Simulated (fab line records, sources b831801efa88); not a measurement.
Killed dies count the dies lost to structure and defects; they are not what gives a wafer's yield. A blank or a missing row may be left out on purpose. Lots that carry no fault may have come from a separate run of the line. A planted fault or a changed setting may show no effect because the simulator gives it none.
Which of the tools did it? || flow sky130 || 30 wafers from 10 lots sampled at 2 of the route's 708 steps

WHAT THE GAUGES READ, wafer by wafer
SKY_SONOS_ONO_THK_MEAS_01.
{"lot": "L756", "measured": "day 11 05:19", "on": "film metro-01", "SONOS_ONO_OXIDATION_THK (nm)": "2.60 2.60 2.49"}
{"lot": "L757", "measured": "day 11 10:44", "on": "film metro-03", "SONOS_ONO_OXIDATION_THK (nm)": "2.61 2.56 2.61"}
{"lot": "L764", "measured": "day 15 04:02", "on": "film metro-04", "SONOS_ONO_OXIDATION_THK (nm)": "2.49 2.50 2.58"}
{"lot": "L766", "measured": "day 15 05:14", "on": "film metro-04", "SONOS_ONO_OXIDATION_THK (nm)": "2.56 2.50 2.61"}
{"lot": "L767", "measured": "day 15 08:14", "on": "film metro-01", "SONOS_ONO_OXIDATION_THK (nm)": "2.56 2.57 2.50"}
{"lot": "L768", "measured": "day 15 13:35", "on": "film metro-01", "SONOS_ONO_OXIDATION_THK (nm)": "2.62 2.53 2.57"}
{"lot": "L769", "measured": "day 16 07:04", "on": "film metro-03", "SONOS_ONO_OXIDATION_THK (nm)": "2.61 2.60 2.58"}
{"lot": "L772", "measured": "day 16 22:19", "on": "film metro-04", "SONOS_ONO_OXIDATION_THK (nm)": "2.59 2.70 2.63"}
{"lot": "L778", "measured": "day 18 19:52", "on": "film metro-04", "SONOS_ONO_OXIDATION_THK (nm)": "2.63 2.61 2.61"}
{"lot": "L779", "measured": "day 18 21:35", "on": "film metro-04", "SONOS_ONO_OXIDATION_THK (nm)": "2.56 2.57 2.64"}

TOOL THAT RAN EACH LOT (tool first, then ch and the chambers of the sampled wafers, then the start)
{"lot": "L756", "SKY_VT_ADJUST_PCH_STRIP_09": "plasma asher-01 ch 0,1, day 10 02:14"}
{"lot": "L757", "SKY_VT_ADJUST_PCH_STRIP_09": "plasma asher-01 ch 0,1, day 10 10:13"}
{"lot": "L764", "SKY_VT_ADJUST_PCH_STRIP_09": "plasma asher-01 ch 0,1, day 14 06:28"}
{"lot": "L766", "SKY_VT_ADJUST_PCH_STRIP_09": "plasma asher-01 ch 0,1, day 14 06:49"}
{"lot": "L767", "SKY_VT_ADJUST_PCH_STRIP_09": "plasma asher-03 ch 0,1, day 14 07:34"}
{"lot": "L768", "SKY_VT_ADJUST_PCH_STRIP_09": "plasma asher-03 ch 0,1, day 14 09:13"}
{"lot": "L769", "SKY_VT_ADJUST_PCH_STRIP_09": "plasma asher-02 ch 0,1, day 15 02:40"}
{"lot": "L772", "SKY_VT_ADJUST_PCH_STRIP_09": "plasma asher-02 ch 0,1, day 15 15:44"}
{"lot": "L778", "SKY_VT_ADJUST_PCH_STRIP_09": "plasma asher-02 ch 0,1, day 17 10:52"}
{"lot": "L779", "SKY_VT_ADJUST_PCH_STRIP_09": "plasma asher-03 ch 0,1, day 17 13:40"}
- SKY_VT_ADJUST_PCH_STRIP_09: strips in O2/N2.

THE ANSWER, worked out from the rows above alone
Rule: the usual values come from the lots themselves. Put in order of their means at a reading, lots are off if they are a third of the lots or fewer, leave a main group of 4 or more, and stand apart from it by a gap of 3 or more times the standard deviation of the main group's means; of several such gaps the widest counts. A main group is skipped when, at the precision printed for the reading in the tables above, its means are all equal. Also off: a lot with no number at a reading for which 4 or more lots have one. Any other lot the step has rows for is counted as sound.
Across all readings shown, no lot is off: no conclusion can be drawn from this.

WHAT THE SIMULATOR HAD PUT IN
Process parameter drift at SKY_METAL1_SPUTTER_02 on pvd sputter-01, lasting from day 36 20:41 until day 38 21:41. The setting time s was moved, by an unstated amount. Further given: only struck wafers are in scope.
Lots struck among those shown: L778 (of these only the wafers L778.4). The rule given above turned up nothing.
